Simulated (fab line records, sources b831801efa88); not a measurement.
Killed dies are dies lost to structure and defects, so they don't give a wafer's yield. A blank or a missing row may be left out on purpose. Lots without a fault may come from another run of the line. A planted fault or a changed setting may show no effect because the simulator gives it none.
Split-lot experiment | flow gf180mcu | 5 lots, 23 wafers read, on a route of 602 steps

THE SPLIT
At GF_SAB_DEVELOP_08 (develop time 60 s), the setting dev_temp_c was moved away from the recipe's 23 C on 4 of the 23 wafers read, by -8.7% to +12.9%. The other wafers ran this setting at the recipe's value.

The file shows no step between the split and the reading.

THE READING
cd_nm, in nm, at GF_SAB_CD_MEAS_09 (target cd 420 nm). Fault-free wafers of this fab line usually give 421.6 nm, standard deviation 1.9 nm.

wafer  | tool, chamber at the split | dev_temp_c as run, C | against the recipe | cd_nm, nm | against lot-mates on the recipe
L074.1 | litho_track-02, 0          | 23                   | recipe             | 419.7     | -
L074.3 | litho_track-02, 0          | 23                   | recipe             | 419.1     | -
L074.4 | litho_track-02, 0          | 23                   | recipe             | 420.4     | -
L074.5 | litho_track-02, 0          | 23                   | recipe             | 422.1     | -
L074.6 | litho_track-02, 0          | 23                   | recipe             | 421.2     | -
L076.1 | litho_track-04, 0          | 25.96                | +12.9%             | 431.0     | +9.5
L076.2 | litho_track-04, 0          | 25.96                | +12.9%             | 430.3     | +8.8
L076.4 | litho_track-04, 0          | 23                   | recipe             | 420.9     | -
L076.5 | litho_track-04, 0          | 23                   | recipe             | 422.9     | -
L076.6 | litho_track-04, 0          | 23                   | recipe             | 420.7     | -
L077.1 | litho_track-02, 0          | 23                   | recipe             | 424.3     | -
L077.2 | litho_track-02, 0          | 23                   | recipe             | 424.3     | -
L077.3 | litho_track-02, 0          | 23                   | recipe             | 424.1     | -
L077.4 | litho_track-02, 0          | 21                   | -8.7%              | 419.1     | -5.1
L077.5 | litho_track-02, 0          | 21                   | -8.7%              | 418.9     | -5.3
L079.1 | litho_track-04, 0          | 23                   | recipe             | 424.9     | -
L079.2 | litho_track-04, 0          | 23                   | recipe             | 423.6     | -
L079.5 | litho_track-04, 0          | 23                   | recipe             | 424.7     | -
L082.1 | litho_track-02, 0          | 23                   | recipe             | 420.1     | -
L082.2 | litho_track-02, 0          | 23                   | recipe             | 421.1     | -
L082.4 | litho_track-02, 0          | 23                   | recipe             | 422.4     | -
L082.5 | litho_track-02, 0          | 23                   | recipe             | 419.9     | -
L082.6 | litho_track-02, 0          | 23                   | recipe             | 421.5     | -

THE FIT
A straight line over all 23 wafers: cd_nm changes by +0.565 nm for each +1% of dev_temp_c; r = +0.82; the points scatter about the line by 1.9 nm.
The same after taking each lot's own level away (the mean of its wafers on the recipe; 23 wafers): +0.675 nm for each +1%; r = +0.97; scatter 0.85 nm.
On that fit, the largest move of dev_temp_c shifts the reading by 8.7 nm.
The lots' own levels span 420.50 to 424.40 nm, that is 2.1 times the standard deviation above.
So the lot-to-lot level changes the slope: the two fits differ.
Check: with one of the wafers moved furthest among these (+12.9%) left out of the fit, the line predicts +8.36 nm for it against its lot-mates. It came out at +9.5 nm against them.

THE WHOLE CHAIN: every reading that the file lists as answering this split, in the file's order
step              | what it does                                              | reading                                                    | change (the file's fit)               | r (the file's)
GF_SAB_CD_MEAS_09 | target cd 420 nm                                          | cd_nm                                                      | +0.677 nm for each +1% of the setting | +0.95
GF_SAB_ETCH_11    | etches SiO2 in C4F8/O2/Ar, target depth 55 nm, time 8.5 s | SAB.cd_nm (the simulator's own value, which no gauge read) | +0.694 nm for each +1% of the setting | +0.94

THE FILE'S OWN FIT
cd_nm changes by +0.677 nm for each +1% of dev_temp_c, r = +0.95.
